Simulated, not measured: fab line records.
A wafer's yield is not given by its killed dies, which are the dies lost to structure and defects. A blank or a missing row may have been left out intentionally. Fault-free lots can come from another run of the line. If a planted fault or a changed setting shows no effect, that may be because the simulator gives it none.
One fault through the eyes of 2 desks / flow sky130 / numbers are kept per desk, each desk with only its own; the story behind them comes last

THE METROLOGY DESK
Means of the sampled wafers that have a number, per lot and without regard to the tool the lot ran on: this is what the gauges read. Any lot whose mean is over 4 standard deviations away from the usual mean is out of limits and marked OUT; that distance is given in the brackets.
Columns: A = VIA2_OVL at SKY_VIA2_OVL_MEAS_13, usual 0 nm
lot=L456; first seen here=day 37 19:21; A=-6
lot=L458; first seen here=day 38 00:25; A=-2
lot=L457; first seen here=day 38 03:12; A=3
lot=L460; first seen here=day 38 23:48; A=4
lot=L462; first seen here=day 39 16:49; A=0
lot=L467; first seen here=day 41 00:05; A=0
lot=L468; first seen here=day 41 00:27; A=5
lot=L465; first seen here=day 41 05:28; A=36 (+7.1) OUT
lot=L469; first seen here=day 41 08:21; A=37 (+7.5) OUT
lot=L473; first seen here=day 42 09:37; A=30 (+5.9) OUT
lot=L475; first seen here=day 42 22:03; A=9
Finding of this desk: L465, L469, L473 out of limits, first seen on L465 at day 41 05:28 (VIA2_OVL at SKY_VIA2_OVL_MEAS_13). Within limits: L456, L458, L457, L460, L462, L467, L468, L475.

THE TOOL OWNER'S DESK: krf scanner-02
The tool's own readings at SKY_VIA2_EXPOSE_09 (exposes mask VIM2, target cd 200 nm): means of the sampled wafers that have a number, for each lot that ran on this tool. Any lot whose mean is over 4 standard deviations away from the usual mean is out of limits and marked OUT; that distance is given in the brackets.
Columns: A = focus offset nm at SKY_VIA2_EXPOSE_09, usual 0.1 nm
lot=L456; first seen here=day 37 05:50; A=0.3
lot=L458; first seen here=day 37 11:58; A=-0.3
lot=L457; first seen here=day 37 15:04; A=0.1
lot=L460; first seen here=day 38 11:11; A=0.6
lot=L462; first seen here=day 39 04:40; A=0.5
lot=L468; first seen here=day 40 12:22; A=-0.3
lot=L465; first seen here=day 40 17:35; A=0.2
lot=L469; first seen here=day 40 20:56; A=0.0
lot=L473; first seen here=day 41 22:30; A=0.6
This desk found nothing out of limits on any of the 9 lots.

BROUGHT TOGETHER
On L465, L469, L473, the metrology desk was in a position to raise an alarm at day 41 05:28.
The desk of the tool owner found nothing out of limits.
On record at the tool owner's desk: L465, L469, L473, within its limits.
SKY_VIA2_EXPOSE_09 was run on krf scanner-02 by each of the lots named.

WHAT THE SIMULATOR HAD PUT IN
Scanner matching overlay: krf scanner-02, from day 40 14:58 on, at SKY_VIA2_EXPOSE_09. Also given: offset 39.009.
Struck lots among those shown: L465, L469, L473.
Per desk, hours elapsed from the start of the fault to the first reading out of limits: for the metrology desk, 14.
